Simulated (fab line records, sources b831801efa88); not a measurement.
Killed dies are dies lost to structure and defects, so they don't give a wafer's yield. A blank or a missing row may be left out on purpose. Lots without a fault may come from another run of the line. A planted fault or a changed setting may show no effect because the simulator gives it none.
Which tool did it? | flow gf180mcu | 24 lots, 72 wafers sampled, at 1 step of a route of 602

WHAT THE GAUGES READ, wafer by wafer
GF_M1_CD_MEAS_14: target cd 230 nm.
lot  | measured     | on        | cd_nm (nm)
L074 | day 17 11:15 | cd_sem-02 | 230.4 229.7 229.5
L075 | day 17 19:15 | cd_sem-01 | 230.9 228.7 229.3
L076 | day 18 02:38 | cd_sem-02 | 229.9 228.9 228.7
L077 | day 18 10:08 | cd_sem-01 | 231.3 231.3 230.6
L078 | day 18 12:58 | cd_sem-01 | 229.4 228.5 228.8
L079 | day 19 06:17 | cd_sem-01 | 228.4 229.7 228.7
L080 | day 19 07:41 | cd_sem-02 | 231.4 231.4 232.6
L081 | day 19 20:23 | cd_sem-01 | 230.4 229.9 230.8
L082 | day 20 02:24 | cd_sem-01 | 233.0 232.2 232.3
L083 | day 20 09:44 | cd_sem-01 | 231.9 232.1 232.6
L084 | day 20 16:39 | cd_sem-01 | 230.6 230.5 231.3
L085 | day 21 03:26 | cd_sem-01 | 231.1 231.5 231.1
L086 | day 21 11:58 | cd_sem-01 | 230.5 228.2 229.2
L087 | day 22 03:57 | cd_sem-02 | 227.0 228.1 227.4
L088 | day 22 08:52 | cd_sem-02 | 229.7 229.3 229.9
L089 | day 22 17:11 | cd_sem-01 | 230.3 229.0 230.9
L090 | day 22 21:23 | cd_sem-01 | 229.1 227.8 228.0
L091 | day 23 06:54 | cd_sem-02 | 231.8 231.9 232.5
L092 | day 23 15:44 | cd_sem-01 | 231.2 231.1 231.0
L093 | day 23 23:46 | cd_sem-01 | 228.0 228.9 228.5
L094 | day 24 09:25 | cd_sem-02 | 231.0 230.5 229.4
L095 | day 24 14:06 | cd_sem-02 | 227.8 228.1 228.6
L096 | day 25 00:29 | cd_sem-01 | 230.7 228.2 230.2
L097 | day 25 01:34 | cd_sem-01 | 227.9 227.8 227.3

WHICH TOOL RAN EACH LOT (tool, then ch and the chambers of the sampled wafers, then the start)
The record holds no process step before these readings.

WHAT THE TOOLS THEMSELVES READ (means of the sampled wafers that have a number; where no wafer has one, the mark that the record gives instead)
The record holds no such reading with a usual standard deviation.

THE ANSWER, worked out from the rows above alone
Rule: what is usual is taken from the lots themselves. Put in order of their means at a reading, lots are off if they are a third of the lots or fewer, leave a main group of 4 or more, and stand apart from it by a gap of 3 or more times the standard deviation of the main group's means; of several such gaps the widest counts. A main group whose means are all the same, to the digits that the tables above print for the reading, isn't used. A lot without any number at a reading at which 4 lots or more have one is off too. The other lots that the step has rows for count as sound. The gauges are gone through in route order, then the tools' own readings, and for those a lot's mean is taken as printed above. The first step at which some lot is off is used, and at that step the reading that is off furthest; a lot without a number counts as furthest.
No lot is off at any reading shown: from this, nothing can be told.

WHAT THE SIMULATOR HAD PUT IN
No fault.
